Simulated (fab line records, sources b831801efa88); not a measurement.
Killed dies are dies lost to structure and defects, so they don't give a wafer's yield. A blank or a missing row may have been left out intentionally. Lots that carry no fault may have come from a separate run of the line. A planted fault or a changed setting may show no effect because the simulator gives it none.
fab line records    flow sky130
[record] lots = 6  wafers = 17  last-day = 50
route steps=708 shown VIA3@585 METAL4@598 PAD_OPEN@708
lots that met no fault: from a run of the same line without faults
start-h: hours from the record's opening day to when the first of the lot's shown wafers began    wait-h: hours from the lot's prior step to this one    " identical to the entry in the row above    L1.1+2: several wafers, shown together as one row    - either no value or no given start    * or withheld: withheld    < > ~ a bound
route shown NAME@n: names a module that has steps shown in the file, with the first one's number in the route    usual: mean and standard deviation over wafers with no fault    same: alike in all rows    chamber/n: place in a boat    sites: each site's reading    _std_site: how widely they spread, as a standard deviation    _edge_site: outer sites' mean less inner sites'    radius-mm: for every site, how far away it sits from the centre of the wafer    mask NAME#n: copy n    behind: the tool/chamber that last shaped the wafer    hold: the reason the lot was held/the length of the hold in hours/how it ended    device: the transistor (n, p or np) that didn't switch    end of line: tests of these same wafers at the route's end    for a step that has no rows: nothing shown but its recipe    killed: count of dies lost to structure and defects at first sort (not the wafer's yield)    map: shows each die of a wafer: x if killed, . if not, _ if none is there
set.NAME: the setting as run; set.NAME@STEP: as run at that earlier step    model.NAME: the simulator's own value behind a step, which no gauge read
lots at selected steps of the route; one table per step, one row per wafer
services: from which hour (start-h, from the record's first day; less than 0 if before it) a tool's chamber was out of use, for how many hours, and why
[[steps]]
[step SKY_VIA3_CD_MEAS_12]
[recipe] target-cd-nm = 200
[usual] cd-nm = 199.3/1.6
lot.wafer  tool       chamber  start-h  wait-h  cd-nm
L144.1     cd-sem-01  -        946.66   -       196.6
L144.5     "          -        "        "       197.2
L144.6     "          -        "        "       197.7
L145.2     cd-sem-01  -        953.41   -       199.5
L145.4     "          -        "        "       201.0
L145.6     "          -        "        "       200.8
L154.1     cd-sem-02  -        1010.89  -       201.3
L154.3     "          -        "        "       202.7
L154.5     "          -        "        "       200.7
L163.2     cd-sem-01  -        1062.16  -       198.6
L163.3     "          -        "        "       198.0
L163.6     "          -        "        "       197.7
L164.1     cd-sem-01  -        1063.93  -       198.1
L164.4     "          -        "        "       197.8
L164.5     "          -        "        "       196.5
L165.1     cd-sem-02  -        1075.29  -       197.2
L165.2     "          -        "        "       196.9
[step SKY_VIA3_OVL_MEAS_13]
[usual] VIA3_OVL = 2/6
lot.wafer  tool        chamber  start-h  wait-h  VIA3_OVL[nm]
L144.1     overlay-01  -        946.78   0.1     -7
L144.5     "           -        "        "       -9
L144.6     "           -        "        "       -11
L145.2     overlay-01  -        953.51   0.1     15
L145.4     "           -        "        "       10
L145.6     "           -        "        "       12
L154.1     overlay-01  -        1011.01  0.1     -3
L154.3     "           -        "        "       8
L154.5     "           -        "        "       6
L163.2     overlay-01  -        1062.26  0.1     0
L163.3     "           -        "        "       1
L163.6     "           -        "        "       6
L164.1     overlay-02  -        1064.05  0.1     3
L164.4     "           -        "        "       -1
L164.5     "           -        "        "       2
L165.1     overlay-02  -        1075.41  0.1     4
L165.2     "           -        "        "       1
[step SKY_VIA3_ETCH_14]
[recipe] chemistry = N2/H2  target = BARC  ion-energy-ev = 200  source-w = 500  bias-w = 100  pressure-mtorr = 30  n2-flow-sccm = 100  h2-flow-sccm = 200  stop-on = SiO2  time-s = 45.9  target-depth-a = 600
[usual] drypump-motor-current-A = 5.6/0.42  oes-product-au = 0.854/0.0049  throttle-valve-pct = 13.226/0.0087
lot.wafer  tool         chamber  start-h  wait-h  drypump-motor-current-A  oes-product-au  rf-hours-counter-h  throttle-valve-pct
L144.1     rie-diel-03  2        946.82   0.0     5.5                      0.852           5                   13.218
L144.5     "            3        "        "       5.6                      0.855           -                   13.215
L144.6     "            0        "        "       5.4                      0.853           -                   13.232
L145.2     rie-diel-02  3        953.54   0.0     5.9                      0.853           24                  13.221
L145.4     "            1        "        "       6.2                      0.850           6                   13.229
L145.6     "            2        "        "       5.2                      0.843           -                   13.240
L154.1     rie-diel-02  1        1011.04  0.0     6.2                      0.859           8                   13.229
L154.3     "            0        "        "       5.5                      0.855           11                  13.216
L154.5     "            1        "        "       6.2                      0.848           -                   13.256
L163.2     rie-diel-03  2        1062.29  0.0     5.4                      0.860           9                   13.224
L163.3     "            1        "        "       6.3                      0.856           11                  13.234
L163.6     "            3        "        "       5.5                      0.859           -                   13.222
L164.1     rie-diel-02  1        1064.08  0.0     6.2                      0.857           10                  13.220
L164.4     "            2        "        "       5.3                      0.865           12                  13.215
L164.5     "            1        "        "       6.2                      0.855           -                   13.220
L165.1     rie-diel-04  0        1075.44  0.0     4.9                      0.858           16                  13.240
L165.2     "            3        "        "       6.3                      0.854           7                   13.228
[step SKY_VIA3_ETCH_15]
[recipe] target = SiO2  chemistry = C4F8/O2/Ar  target-depth-nm = 507  stop-on = TiN  mask-material = KrF-thick  source-w = 1500  bias-w = 1200  pressure-mtorr = 40  c4f8-flow-sccm = withheld  O2_flow_sccm = 6  Ar_flow_sccm = 300  time-s = 78
[usual] oes-product-au = 0.945/0.0049
lot.wafer  tool         chamber  start-h  wait-h  oes-product-au  rf-hours-counter-h
L144.1     rie-diel-03  2        946.86   0.0     0.955           5
L144.5     "            3        "        "       0.950           -
L144.6     "            0        "        "       0.942           -
L145.2     rie-diel-02  3        953.59   0.0     0.938           24
L145.4     "            1        "        "       0.948           6
L145.6     "            2        "        "       0.944           -
L154.1     rie-diel-02  1        1011.09  0.0     0.948           8
L154.3     "            0        "        "       0.950           11
L154.5     "            1        "        "       0.947           -
L163.2     rie-diel-03  2        1062.34  0.0     0.946           9
L163.3     "            1        "        "       0.946           11
L163.6     "            3        "        "       0.939           -
L164.1     rie-diel-02  1        1064.13  0.0     0.951           10
L164.4     "            2        "        "       0.946           12
L164.5     "            1        "        "       0.948           -
L165.1     rie-diel-04  0        1075.49  0.0     0.944           16
L165.2     "            3        "        "       0.947           7
[step SKY_VIA3_STRIP_16]
[recipe] chemistry = O2/N2  power-w = 1400  pressure-mtorr = 1500  platen-temp-c = withheld  o2-flow-sccm = 3000  n2-flow-sccm = 300  overash-fraction = 0.5
[usual] drypump-motor-current-A = 5.8/0.47  oes-product-au = 0.402/0.0048  strip-time-to-endpoint-s = 4.137/0.022
lot.wafer  tool             chamber  start-h  wait-h  drypump-motor-current-A  oes-product-au  rf-hours-counter-h  strip-time-to-endpoint-s
L144.1     plasma-asher-03  1        946.92   0.0     6.6                      0.391           78                  4.146
L144.5     "                0        "        "       5.4                      0.399           -                   4.154
L144.6     "                1        "        "       6.6                      0.402           -                   4.142
L145.2     plasma-asher-02  1        953.65   0.0     5.4                      0.400           54                  4.154
L145.4     "                1        "        "       5.4                      0.394           -                   4.170
L145.6     "                1        "        "       5.4                      0.406           -                   4.152
L154.1     plasma-asher-02  0        1011.15  0.0     6.3                      0.402           60                  4.120
L154.3     "                1        "        "       5.4                      0.410           -                   4.128
L154.5     "                1        "        "       5.4                      0.402           -                   4.136
L163.2     plasma-asher-02  0        1062.40  0.0     6.2                      0.395           65                  4.099
L163.3     "                1        "        "       5.3                      0.406           -                   4.124
L163.6     "                1        "        "       5.4                      0.399           -                   4.105
L164.1     plasma-asher-02  0        1064.19  0.0     6.2                      0.398           65                  4.154
L164.4     "                1        "        "       5.4                      0.399           -                   4.160
L164.5     "                0        "        "       6.2                      0.400           -                   4.179
L165.1     plasma-asher-03  1        1075.55  0.0     6.6                      0.403           91                  4.144
L165.2     "                0        "        "       5.5                      0.396           91                  4.156
[step SKY_VIA3_STRIP_17]
[recipe] chemistry = post-etch-residue-remover  time-s = 1200  temp-c = 72.5
[step SKY_VIA3_CLEAN_18]
[recipe] chemistry = IPA  time-s = 180  temp-c = 25
[step SKY_VIA3_CLEAN_19]
[recipe] chemistry = O3/DIW  dry = n2-spin
[step SKY_VIA3_SPUTTER_20]
[recipe] material = TiN  target-thk-nm = 20  chamber-pressure-pa = 5  power-w = 4000  time-s = 80
[usual] chamber-pressure-pa = 4.999/0.01  throttle-valve-pct = 29.6/1.1
lot.wafer  tool            chamber  start-h  wait-h  chamber-pressure-pa  throttle-valve-pct
L144.1     pvd-sputter-01  -        947.54   0.0     5.000                29.2
L144.5     "               -        "        "       4.994                30.1
L144.6     "               -        "        "       5.022                30.7
L145.2     pvd-sputter-01  -        954.28   0.0     5.009                30.4
L145.4     "               -        "        "       4.998                30.7
L145.6     "               -        "        "       4.989                30.9
L154.1     pvd-sputter-01  -        1011.74  0.0     4.998                30.9
L154.3     "               -        "        "       5.001                30.2
L154.5     "               -        "        "       5.021                30.2
L163.2     pvd-sputter-01  -        1063.01  0.0     5.012                30.0
L163.3     "               -        "        "       4.999                30.8
L163.6     "               -        "        "       5.002                30.9
L164.1     pvd-sputter-02  -        1064.78  0.0     4.987                30.1
L164.4     "               -        "        "       5.001                30.5
L164.5     "               -        "        "       4.994                30.4
L165.1     pvd-sputter-04  -        1076.15  0.0     4.989                28.5
L165.2     "               -        "        "       4.984                28.3
[step SKY_VIA3_CVD_21]
[recipe] material = W  target-thk-nm = 390  time-s = 117.31  temp-c = 400  pressure-torr = 40
[step SKY_VIA3_RS_MEAS_22]
[recipe] thk-meas-gauge = four-point-probe  reads = W_of_VIA3_CVD_21+TiN_of_VIA3_SPUTTER_20
[usual] VIA3_W_RS = 0.294/0.0031
lot.wafer  tool           chamber  start-h  wait-h  VIA3_W_RS[ohm/sq]
L144.1     film-metro-04  -        947.73   0.1     0.290
L144.5     "              -        "        "       0.295
L144.6     "              -        "        "       0.291
L145.2     film-metro-01  -        954.49   0.1     0.292
L145.4     "              -        "        "       0.289
L145.6     "              -        "        "       0.295
L154.1     film-metro-04  -        1011.92  0.1     0.298
L154.3     "              -        "        "       0.296
L154.5     "              -        "        "       0.297
L163.2     film-metro-02  -        1063.21  0.1     0.292
L163.3     "              -        "        "       0.299
L163.6     "              -        "        "       0.296
L164.1     film-metro-02  -        1064.96  0.1     0.289
L164.4     "              -        "        "       0.290
L164.5     "              -        "        "       0.292
L165.1     film-metro-04  -        1076.34  0.1     0.295
L165.2     "              -        "        "       0.293
[step SKY_VIA3_THK_MEAS_23]
[recipe] thk-meas-gauge = xrf  reads = W_of_VIA3_CVD_21
[usual] VIA3_W_THK = 393/7.6
lot.wafer  tool           chamber  start-h  wait-h  VIA3_W_THK[nm]
L144.1     film-metro-04  -        947.85   0.1     389
L144.5     "              -        "        "       382
L144.6     "              -        "        "       387
L145.2     film-metro-01  -        954.60   0.1     407
L145.4     "              -        "        "       407
L145.6     "              -        "        "       402
L154.1     film-metro-04  -        1012.04  0.1     382
L154.3     "              -        "        "       384
L154.5     "              -        "        "       383
L163.2     film-metro-02  -        1063.32  0.1     400
L163.3     "              -        "        "       390
L163.6     "              -        "        "       394
L164.1     film-metro-02  -        1065.08  0.1     403
L164.4     "              -        "        "       402
L164.5     "              -        "        "       398
L165.1     film-metro-04  -        1076.46  0.1     389
L165.2     "              -        "        "       391
[step SKY_VIA3_CMP_24]
[recipe] stop-on = SiO2  t-overpolish-s = 20  down-force-psi = 3.5  platen-rpm = 60  target-thk-nm = 0  pad-velocity-m-s = 0.94248
[usual] motor-current-A = 11.1/1.6  overpolish-run-s = 20.000/0.0088  time-to-endpoint-s = 94/3.4
lot.wafer  tool    chamber  start-h  wait-h  motor-current-A  overpolish-run-s  time-to-endpoint-s
L144.1     cmp-01  1        947.91   0.1     11.1             20.005            100
L144.6     "       1        "        "       11.3             19.993            99
L144.5     "       2        "        "       10.6             19.997            96
L145.4     cmp-01  1        954.70   0.1     10.9             20.009            99
L145.2     "       3        "        "       13.1             19.995            98
L145.6     "       0        "        "       8.9              20.005            95
L154.3     cmp-02  1        1012.15  0.1     11.8             20.000            92
L154.1     "       3        "        "       9.8              19.996            90
L154.5     "       1        "        "       11.8             20.005            92
L163.2     cmp-01  1        1063.37  0.0     10.5             19.998            91
L163.3     "       3        "        "       14.4             0.042             147
L163.6     "       2        "        "       10.1             19.999            89
L164.1     cmp-02  0        1065.14  0.1     9.9              19.983            96
L164.4     "       3        "        "       9.1              20.017            90
L164.5     "       1        "        "       11.6             19.988            94
L165.1     cmp-01  1        1076.52  0.1     11.2             0.045             149
L165.2     "       0        "        "       9.5              19.993            90
[step SKY_METAL4_SPUTTER_00]
[recipe] material = Ti  target-thk-nm = 15  power-w = 3000  time-s = 10  chamber-pressure-pa = 0.4
[usual] chamber-pressure-pa = 0.4001/0.0007  throttle-valve-pct = 30.2/0.93
lot.wafer  tool            chamber  start-h  wait-h  chamber-pressure-pa  throttle-valve-pct
L144.1     pvd-sputter-01  -        948.21   0.2     0.3995               29.0
L144.5     "               -        "        "       0.4007               30.5
L144.6     "               -        "        "       0.4013               29.3
L145.2     pvd-sputter-03  -        954.95   0.1     0.3993               29.5
L145.4     "               -        "        "       0.4010               31.5
L145.6     "               -        "        "       0.3998               30.4
L154.1     pvd-sputter-02  -        1012.40  0.1     0.4016               30.4
L154.3     "               -        "        "       0.4005               29.5
L154.5     "               -        "        "       0.4008               30.4
L163.2     pvd-sputter-03  -        1063.67  0.2     0.3987               30.0
L163.6     "               -        "        "       0.3997               31.8
L164.1     pvd-sputter-03  -        1065.44  0.2     0.3996               29.7
L164.4     "               -        "        "       0.4004               30.3
L164.5     "               -        "        "       0.4000               30.7
L165.2     pvd-sputter-03  -        1076.82  0.1     0.4007               30.5
[step SKY_PAD_OPEN_PROBE_99]
[usual] defect-limited-yield = 82.3/2  killed_at_M0_to_M3 = 43/7.3  killed_at_M4_up = 3.2/1.8  killed-at-contacts = 24/5.8  killed-at-front-end = 16/4.5  killed-at-other = 0.3/0.53  killed-dies = 87/9.9  killed-on-rim = 17/3.8  killed-open = 48/6.8  killed-short = 39/6.9  sort_bin_3_pad_short = 0.8/0.42  sort_bin_5_function = 10.4/1.6  sort_bin_6_memory = 6.4/1.2  sort-n-pass = 405/9.9  sort-yield-pct = 82.3/2
[same] gross-dies = 492  killed-at-back-side = 0  sort_bin_4_leakage[%] = 0  sort_bin_8_speed[%] = 0
lot.wafer  tool       chamber  start-h  wait-h  defect-limited-yield[%]  killed_at_M0_to_M3  killed_at_M4_up  killed-at-contacts  killed-at-front-end  killed-at-other  killed-dies  killed-on-rim  killed-open  killed-short  sort_bin_3_pad_short[%]  sort_bin_5_function[%]  sort_bin_6_memory[%]  sort-n-pass  sort-yield-pct[%]
L145.2     prober-02  -        1098.71  0.1     85.4                     32                  2                22                  15                   1                72           12             35           37            0.6                      7.9                     6.1                   420          85.4
L145.4     prober-02  -        1098.81  0.2     82.1                     52                  4                20                  12                   0                88           16             45           43            0.2                      10.0                    7.7                   404          82.1
L145.6     prober-02  -        1098.91  0.2     85.2                     42                  2                18                  11                   0                73           15             34           39            1.4                      7.3                     6.1                   419          85.2
L154.1     prober-02  -        1142.88  0.1     82.7                     34                  2                24                  25                   0                85           19             48           37            0.6                      10.0                    6.7                   407          82.7
L154.3     prober-02  -        1142.98  0.2     81.5                     43                  3                28                  16                   1                91           18             51           40            0.4                      12.6                    5.5                   401          81.5
L154.5     prober-02  -        1143.08  0.2     81.5                     45                  3                33                  10                   0                91           20             57           34            0.2                      12.4                    5.9                   401          81.5
L163.2     prober-02  -        1184.54  0.1     80.5                     51                  4                26                  15                   0                96           23             54           42            0.4                      11.8                    7.3                   396          80.5
L163.3     prober-02  -        1184.59  0.2     0                        447                 4                28                  13                   0                492          96             44           38            83.7                     9.1                     7.1                   0            0
L163.6     prober-02  -        1184.74  0.2     82.3                     39                  2                31                  14                   1                87           11             46           41            1.0                      10.4                    6.3                   405          82.3
L164.1     prober-01  -        1184.83  0.1     81.9                     39                  0                35                  15                   0                89           21             49           40            0.8                      10.0                    7.3                   403          81.9
L164.4     prober-01  -        1184.98  0.2     81.1                     56                  1                17                  19                   0                93           13             54           39            1.4                      9.8                     7.7                   399          81.1
L164.5     prober-01  -        1185.03  0.2     81.5                     48                  2                26                  15                   0                91           18             52           39            0                        11.2                    7.3                   401          81.5
L165.1     prober-02  -        1193.15  0.1     0                        451                 4                21                  16                   0                492          96             55           42            82.3                     9.6                     8.1                   0            0
// killed by level:class
L145.2 VIA1:geometric-particle:open=9 CONTACT:geometric-particle:short=8 METAL2:geometric-particle:short=8 FIELD_ISO:geometric-particle:short=5 FIELD_ISO:geometric-particle:open=4 POLY_GATE:geometric-particle:open=4 LI_CONTACT:geometric-particle:open=4 LOCAL_INTERCONNECT:geometric-particle:short=4
L145.4 VIA1:geometric-particle:open=10 METAL2:geometric-particle:short=10 CONTACT:geometric-particle:open=9 LI_CONTACT:geometric-particle:open=7 VIA2:geometric-particle:open=7 VIA1:geometric-particle:short=5 VIA2:geometric-particle:short=4 VIA3:geometric-particle:open=4
L145.6 VIA1:geometric-particle:open=8 METAL1:geometric-particle:short=8 METAL2:geometric-particle:short=6 FIELD_ISO:geometric-particle:short=5 LI_CONTACT:geometric-particle:open=5 CONTACT:geometric-particle:open=5 VIA1:geometric-particle:short=4 CONTACT:geometric-particle:short=3
L154.1 CONTACT:geometric-particle:open=13 VIA1:geometric-particle:open=9 POLY_GATE:geometric-particle:short=7 FIELD_ISO:geometric-particle:open=6 METAL2:geometric-particle:short=6 FIELD_ISO:geometric-particle:short=5 VIA2:geometric-particle:open=4 VIA3:geometric-particle:open=4
L154.3 VIA1:geometric-particle:open=13 CONTACT:geometric-particle:open=12 CONTACT:geometric-particle:short=7 VIA2:geometric-particle:open=7 LI_CONTACT:geometric-particle:open=6 FIELD_ISO:geometric-particle:short=5 POLY_GATE:geometric-particle:short=5 VIA1:geometric-particle:short=5
L154.5 VIA1:geometric-particle:open=16 CONTACT:geometric-particle:open=13 VIA2:geometric-particle:open=8 LI_CONTACT:geometric-particle:short=6 LOCAL_INTERCONNECT:geometric-particle:short=5 CONTACT:geometric-particle:short=5 VIA3:geometric-particle:open=5 LI_CONTACT:geometric-particle:open=4
L163.2 VIA1:geometric-particle:open=17 CONTACT:geometric-particle:open=11 VIA3:geometric-particle:open=8 METAL3:geometric-particle:short=7 CONTACT:geometric-particle:short=5 METAL1:geometric-particle:short=5 FIELD_ISO:geometric-particle:short=4 POLY_GATE:geometric-particle:short=4
L163.3 VIA3:area-cmp=410 CONTACT:geometric-particle:open=11 VIA1:geometric-particle:open=7 LI_CONTACT:geometric-particle:open=6 LOCAL_INTERCONNECT:geometric-particle:short=6 METAL1:geometric-particle:short=5 VIA2:geometric-particle:short=5 VIA3:geometric-particle:short=4
L163.6 LI_CONTACT:geometric-particle:open=10 CONTACT:geometric-particle:open=8 VIA1:geometric-particle:open=7 LOCAL_INTERCONNECT:geometric-particle:short=6 VIA3:geometric-particle:open=6 METAL1:geometric-particle:short=5 VIA2:geometric-particle:short=5 FIELD_ISO:geometric-particle:open=4
L164.1 CONTACT:geometric-particle:open=12 VIA1:geometric-particle:open=10 LI_CONTACT:geometric-particle:open=8 METAL2:geometric-particle:short=8 LOCAL_INTERCONNECT:geometric-particle:short=7 CONTACT:geometric-particle:short=7 POLY_GATE:geometric-particle:open=5 VIA2:geometric-particle:open=4
L164.4 VIA1:geometric-particle:open=15 VIA3:geometric-particle:open=12 FIELD_ISO:geometric-particle:short=6 FIELD_ISO:geometric-particle:open=6 VIA1:geometric-particle:short=6 VIA2:geometric-particle:open=6 LOCAL_INTERCONNECT:geometric-particle:short=5 CONTACT:geometric-particle:open=5
L164.5 VIA1:geometric-particle:open=12 LI_CONTACT:geometric-particle:open=7 CONTACT:geometric-particle:open=7 VIA3:geometric-particle:short=7 VIA2:geometric-particle:open=6 POLY_GATE:geometric-particle:open=4 LI_CONTACT:geometric-particle:short=4 METAL1:geometric-particle:open=4
L165.1 VIA3:area-cmp=395 VIA1:geometric-particle:open=11 VIA2:geometric-particle:open=10 CONTACT:geometric-particle:open=8 VIA1:geometric-particle:short=8 METAL2:geometric-particle:short=8 VIA2:geometric-particle:short=7 LI_CONTACT:geometric-particle:open=7
// map L163.3 (x killed, . not)
__________xxxxxxxxxx_________
________xxxxxxxxxxxxxx_______
______xxxxxxxxxxxxxxxxxx_____
_____xxxxxxxxxxxxxxxxxxxx____
____xxxxxxxxxxxxxxxxxxxxxx___
___xxxxxxxxxxxxxxxxxxxxxxxx__
__xxxxxxxxxxxxxxxxxxxxxxxxxx_
_xxxxxxxxxxxxxxxxxxxxxxxxxxxx
_xxxxxxxxxxxxxxxxxxxxxxxxxxxx
_xxxxxxxxxxxxxxxxxxxxxxxxxxxx
_xxxxxxxxxxxxxxxxxxxxxxxxxxxx
_xxxxxxxxxxxxxxxxxxxxxxxxxxxx
_xxxxxxxxxxxxxxxxxxxxxxxxxxxx
_xxxxxxxxxxxxxxxxxxxxxxxxxxxx
_xxxxxxxxxxxxxxxxxxxxxxxxxxxx
__xxxxxxxxxxxxxxxxxxxxxxxxxx_
___xxxxxxxxxxxxxxxxxxxxxxxx__
____xxxxxxxxxxxxxxxxxxxxxx___
_____xxxxxxxxxxxxxxxxxxxx____
______xxxxxxxxxxxxxxxxxx_____
________xxxxxxxxxxxxxx_______
__________xxxxxxxxxx_________
// map L165.1 (x killed, . not)
__________xxxxxxxxxx_________
________xxxxxxxxxxxxxx_______
______xxxxxxxxxxxxxxxxxx_____
_____xxxxxxxxxxxxxxxxxxxx____
____xxxxxxxxxxxxxxxxxxxxxx___
___xxxxxxxxxxxxxxxxxxxxxxxx__
__xxxxxxxxxxxxxxxxxxxxxxxxxx_
_xxxxxxxxxxxxxxxxxxxxxxxxxxxx
_xxxxxxxxxxxxxxxxxxxxxxxxxxxx
_xxxxxxxxxxxxxxxxxxxxxxxxxxxx
_xxxxxxxxxxxxxxxxxxxxxxxxxxxx
_xxxxxxxxxxxxxxxxxxxxxxxxxxxx
_xxxxxxxxxxxxxxxxxxxxxxxxxxxx
_xxxxxxxxxxxxxxxxxxxxxxxxxxxx
_xxxxxxxxxxxxxxxxxxxxxxxxxxxx
__xxxxxxxxxxxxxxxxxxxxxxxxxx_
___xxxxxxxxxxxxxxxxxxxxxxxx__
____xxxxxxxxxxxxxxxxxxxxxx___
_____xxxxxxxxxxxxxxxxxxxx____
______xxxxxxxxxxxxxxxxxx_____
________xxxxxxxxxxxxxx_______
__________xxxxxxxxxx_________
[[services]]
tool             chamber  start-h  hours  kind
cmp-01           -        923.52   1.3    repair
rie-diel-03      0        927.88   3.5    repair
plasma-asher-02  -        936.70   1.1    repair
pvd-sputter-03   -        966.99   1.4    repair
rie-diel-04      2        968.67   16.7   repair
cmp-01           -        970.87   0.7    repair
rie-diel-04      -        979.03   0.4    repair
cmp-02           -        982.27   5.7    repair
cmp-02           -        985.78   0.9    repair
rie-diel-02      3        988.49   2.6    repair
rie-diel-02      3        991.11   -      clean
rie-diel-02      3        991.11   25.7   scheduled-down
rie-diel-03      3        992.40   1.3    repair
pvd-sputter-03   -        997.30   3.7    repair
cmp-01           -        1000.58  7.5    pm
rie-diel-04      2        1006.71  5.0    repair
rie-diel-02      1        1013.53  10.8   repair
rie-diel-03      -        1021.90  2.8    pm
rie-diel-04      1        1027.84  20.8   repair
cmp-02           -        1028.72  1.2    repair
cmp-01           -        1037.15  3.0    repair
cmp-01           -        1047.71  5.2    repair
pvd-sputter-01   -        1065.34  3.5    repair
plasma-asher-02  -        1076.80  2.8    pm
[[key]]
[first-sign] step = SKY_VIA3_CMP_24  reading = overpolish-run-s  direction = down  sigmas = 99+  usual = 20.000  struck = 0.043
[effect] step = SKY_VIA3_CMP_24  reading = time-to-endpoint-s  direction = up  sigmas = 16  usual = *  struck = *
[effect] step = SKY_PAD_OPEN_PROBE_99  reading = sort_bin_3_pad_short  direction = up  sigmas = 99+  usual = 0.8  struck = 83.0
[more-kills-born-at] SKY_VIA3_CMP_24@cmp-01 = 805
met-at SKY_VIA3_CMP_24
struck-wafers L163.3,L165.1
later-rows-left-out L163.3,L165.1
onset-between 954.70 1063.37
[fault] kind = process-parameter-drift  tool = cmp-01  chamber = -  onset-h = 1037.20  steps = SKY_VIA3_CMP_24  channel = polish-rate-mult  offset = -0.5  shape = step  end-h = 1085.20  scope = struck-wafers-only
// later-rows-left-out: the simulator's readings of these wafers behind a module that went badly wrong aren't trusted and aren't shown, but for the sort
